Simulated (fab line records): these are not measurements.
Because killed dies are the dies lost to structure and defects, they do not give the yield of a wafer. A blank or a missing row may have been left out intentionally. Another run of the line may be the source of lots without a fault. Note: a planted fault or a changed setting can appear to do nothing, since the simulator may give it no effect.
Matching of chambers || flow gf180mcu || cmp-02 running GF_V4_CMP_04: 4 sister chambers
The step polishes SiO2. 4 wafers are shown with their chamber, then 12 later ones without.

## WAFERS PAIRED WITH THEIR CHAMBERS
{"wafer": "L085.1", "chamber": 2, "motor-current-A (A)": 12.0}
{"wafer": "L086.3", "chamber": 1, "motor-current-A (A)": 14.2}
{"wafer": "L086.4", "chamber": 0, "motor-current-A (A)": 11.3}
{"wafer": "L086.5", "chamber": 3, "motor-current-A (A)": 10.7}

## WAFERS WITH NO CHAMBER GIVEN
{"wafer": "L091.4", "motor-current-A (A)": 12.3}
{"wafer": "L091.5", "motor-current-A (A)": 10.8}
{"wafer": "L091.6", "motor-current-A (A)": 13.6}
{"wafer": "L095.2", "motor-current-A (A)": 11.1}
{"wafer": "L095.5", "motor-current-A (A)": 12.1}
{"wafer": "L095.6", "motor-current-A (A)": 14.1}
{"wafer": "L096.2", "motor-current-A (A)": 10.8}
{"wafer": "L096.3", "motor-current-A (A)": 11.1}
{"wafer": "L096.5", "motor-current-A (A)": 10.7}
{"wafer": "L097.1", "motor-current-A (A)": 12.4}
{"wafer": "L097.3", "motor-current-A (A)": 11.6}
{"wafer": "L097.5", "motor-current-A (A)": 11.2}

## CHAMBER TAKEN BY EACH
{"wafer": "L091.4", "from the rows above": 2, "in truth": 2}
{"wafer": "L091.5", "from the rows above": "can't be placed: 3 or 0", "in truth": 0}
{"wafer": "L091.6", "from the rows above": 1, "in truth": 1}
{"wafer": "L095.2", "from the rows above": "can't be placed: 0 or 3", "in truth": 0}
{"wafer": "L095.5", "from the rows above": 2, "in truth": 2}
{"wafer": "L095.6", "from the rows above": 1, "in truth": 1}
{"wafer": "L096.2", "from the rows above": "can't be placed: 3 or 0", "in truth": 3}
{"wafer": "L096.3", "from the rows above": "can't be placed: 0 or 3", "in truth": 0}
{"wafer": "L096.5", "from the rows above": 3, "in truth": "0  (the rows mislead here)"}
{"wafer": "L097.1", "from the rows above": 2, "in truth": 2}
{"wafer": "L097.3", "from the rows above": "can't be placed: 0 or 2", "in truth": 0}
{"wafer": "L097.5", "from the rows above": "can't be placed: 0 or 3", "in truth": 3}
Correctly placed: 5 of 12. These rows do not allow placing 6 (true chamber among the candidates in 6). Placed wrongly: 1.
How it was worked out, from the rows above alone: a wafer's distance from a chamber is the root of the sum, over the readings, of the square of ((its reading less the chamber's mean) divided by the reading's scatter). If the next closest chamber is less than 2 further off than the closest, the wafer can't be placed; otherwise it belongs to the closest. For every chamber, the mean is computed from those of its wafers that are shown. The scatter: with one shown wafer a chamber, the root of the mean of the squares of how far each hidden wafer lies from its nearest shown one.
